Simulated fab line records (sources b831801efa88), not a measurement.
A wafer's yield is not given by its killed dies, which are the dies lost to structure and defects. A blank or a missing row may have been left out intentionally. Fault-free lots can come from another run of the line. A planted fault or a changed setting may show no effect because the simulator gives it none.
Which of the tools did it? + flow gf180mcu + 13 lots with 39 wafers sampled at 4 steps, on a route of 602 steps

## WHAT THE GAUGES READ, wafer by wafer
GF_HV_LDD_OVL_MEAS_20.
| lot  | measured     | on         | HV_LDD_01_OVL (nm) |
|------|--------------|------------|--------------------|
| L601 | day 11 00:22 | overlay-02 | 1.4 2.1 -0.5       |
| L602 | day 11 03:49 | overlay-01 | -1.2 -0.1 -0.5     |
| L603 | day 11 07:02 | overlay-01 | -1.3 -1.2 -3.0     |
| L604 | day 11 14:50 | overlay-02 | -0.1 -0.5 0.4      |
| L605 | day 11 23:11 | overlay-01 | -2.1 -0.2 -0.1     |
| L606 | day 12 07:26 | overlay-02 | 1.2 0.9 -1.7       |
| L608 | day 12 23:43 | overlay-02 | -2.3 0.1 -1.1      |
| L613 | day 14 08:56 | overlay-02 | 1.4 0.8 0.3        |
| L614 | day 14 21:29 | overlay-01 | 2.1 1.0 -0.3       |
| L618 | day 16 01:41 | overlay-01 | 0.4 0.1 0.4        |
| L619 | day 16 09:08 | overlay-02 | -1.6 -0.1 -1.6     |
| L620 | day 16 19:38 | overlay-02 | 0.1 0.9 -0.7       |
| L624 | day 18 00:46 | overlay-02 | 0.9 0.6 -1.7       |

GF_HV_LDD_THK_MEAS_55.
| lot  | measured     | on           | HV_LDD_CVD_54_THK (nm) |
|------|--------------|--------------|------------------------|
| L601 | day 12 16:04 | filmMetro-03 | 10.13 10.11 9.99       |
| L602 | day 12 20:26 | filmMetro-03 | 10.26 10.18 10.16      |
| L603 | day 13 00:26 | filmMetro-03 | 10.12 10.23 10.20      |
| L604 | day 13 08:06 | filmMetro-03 | 10.29 10.08 10.22      |
| L605 | day 13 18:29 | filmMetro-03 | 10.23 10.12 10.19      |
| L606 | day 14 02:14 | filmMetro-03 | 10.14 10.05 10.11      |
| L608 | day 14 19:12 | filmMetro-01 | 10.06 9.95 9.97        |
| L613 | day 16 05:51 | filmMetro-04 | 10.13 10.13 10.20      |
| L614 | day 16 20:18 | filmMetro-01 | 10.09 10.14 10.01      |
| L618 | day 18 02:10 | filmMetro-03 | 10.12 10.06 10.23      |
| L619 | day 18 09:12 | filmMetro-04 | 10.13 10.23 10.21      |
| L620 | day 18 21:18 | filmMetro-04 | 9.92 10.04 9.93        |
| L624 | day 20 04:24 | filmMetro-01 | 10.02 10.01 9.98       |

GF_PSD_CD_MEAS_07: target cd 400 nm.
| lot  | measured     | on       | cdNm (nm)         |
|------|--------------|----------|-------------------|
| L601 | day 14 10:44 | cdSem-02 | 403.3 401.7 402.4 |
| L602 | day 14 15:30 | cdSem-02 | 397.4 398.3 397.4 |
| L603 | day 14 20:47 | cdSem-01 | 399.8 402.0 403.2 |
| L604 | day 15 02:58 | cdSem-01 | 397.4 397.0 398.1 |
| L605 | day 15 14:07 | cdSem-01 | 402.5 403.1 403.0 |
| L606 | day 15 22:23 | cdSem-01 | 396.4 398.3 399.1 |
| L608 | day 16 16:41 | cdSem-01 | 403.1 404.1 403.2 |
| L613 | day 18 04:47 | cdSem-01 | 373.8 375.4 377.5 |
| L614 | day 18 21:23 | cdSem-01 | 379.2 380.3 378.2 |
| L618 | day 20 05:10 | cdSem-01 | 401.2 401.1 403.2 |
| L619 | day 20 11:26 | cdSem-01 | 402.1 400.3 401.8 |
| L620 | day 20 23:01 | cdSem-01 | 400.8 401.4 400.5 |
| L624 | day 22 05:47 | cdSem-02 | 399.2 399.7 398.2 |

## TOOL THAT RAN EACH LOT (tool first, then ch and the chambers of the sampled wafers, then the start)
| lot  | GF_PSD_EXPOSE_04                   |
|------|------------------------------------|
| L601 | ilineStepper-01 ch 0, day 14 00:11 |
| L602 | ilineStepper-02 ch 0, day 14 05:02 |
| L603 | ilineStepper-02 ch 0, day 14 10:34 |
| L604 | ilineStepper-01 ch 0, day 14 17:06 |
| L605 | ilineStepper-01 ch 0, day 15 03:14 |
| L606 | ilineStepper-02 ch 0, day 15 12:21 |
| L608 | ilineStepper-02 ch 0, day 16 05:41 |
| L613 | ilineStepper-02 ch 0, day 17 17:38 |
| L614 | ilineStepper-02 ch 0, day 18 09:05 |
| L618 | ilineStepper-01 ch 0, day 19 17:34 |
| L619 | ilineStepper-01 ch 0, day 20 00:02 |
| L620 | ilineStepper-01 ch 0, day 20 11:19 |
| L624 | ilineStepper-01 ch 0, day 21 18:05 |
- GF_PSD_EXPOSE_04: exposes mask Pplus, target cd 400 nm.

## WHAT THE TOOLS THEMSELVES READ (means of the sampled wafers that have a number; where no wafer has one, the mark that the record gives instead)
GF_PSD_EXPOSE_04.
| lot  | tool            | exposureDoseMJCm2 |
|------|-----------------|-------------------|
| L601 | ilineStepper-01 | 140.84            |
| L602 | ilineStepper-02 | 140.87            |
| L603 | ilineStepper-02 | 140.79            |
| L604 | ilineStepper-01 | 140.76            |
| L605 | ilineStepper-01 | 140.77            |
| L606 | ilineStepper-02 | 140.81            |
| L608 | ilineStepper-02 | 140.77            |
| L613 | ilineStepper-02 | 129.54            |
| L614 | ilineStepper-02 | 131.75            |
| L618 | ilineStepper-01 | 140.83            |
| L619 | ilineStepper-01 | 140.76            |
| L620 | ilineStepper-01 | 141.02            |
| L624 | ilineStepper-01 | 140.78            |

## THE ANSWER, worked out from the rows above alone
Rule: what is usual is taken from the lots themselves. The widest of any qualifying gaps counts: lots, ordered by their means at a reading, are off when they make up no more than a third of the lots, leave a main group of 4 or more, and stand apart from it by 3 or more times the standard deviation of that group's means. The tables above print the reading to a certain number of digits; a main group whose means all agree to those digits is not used. A lot without any number at a reading at which 4 lots or more have one is off too. The other lots that the step has rows for count as sound. First the gauges in route order, then the tools' own readings, where a lot's mean is used as printed above. At the first step where some lot is off, the reading lying furthest off is the one used; lots without a number count as furthest.
Off: L613, L614 (GF_PSD_CD_MEAS_07, cdNm). The main group has a mean of 400.6 nm with a standard deviation of 2.1.
A tool fits if, at a process step before that reading, it ran every lot that is off, and no sound lot after the first of them. Not tried: the gauges at GF_PSD_CD_MEAS_07; whatever is off there is also off at GF_PSD_EXPOSE_04, on other tools, and gauge error can't account for it. One fits: GF_PSD_EXPOSE_04 on ilineStepper-02. Its last sound lot is L608 (day 16 05:41), its first lot that is off L613 (day 17 17:38): a fault that began between those two fits.
On the lots that are off, the tool's own readings at GF_PSD_EXPOSE_04 differ by more than 5 times the standard deviation of the sound lots' means, which bears it out; exposureDoseMJCm2 reads 130.64 there versus 140.82 on the sound lots.

## WHAT THE SIMULATOR HAD PUT IN
Process parameter drift: ilineStepper-02, from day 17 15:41 on, at GF_PSD_EXPOSE_04. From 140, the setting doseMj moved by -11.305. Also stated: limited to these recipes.
Shown lots that were struck: L613, L614. The same result came from the rule above.
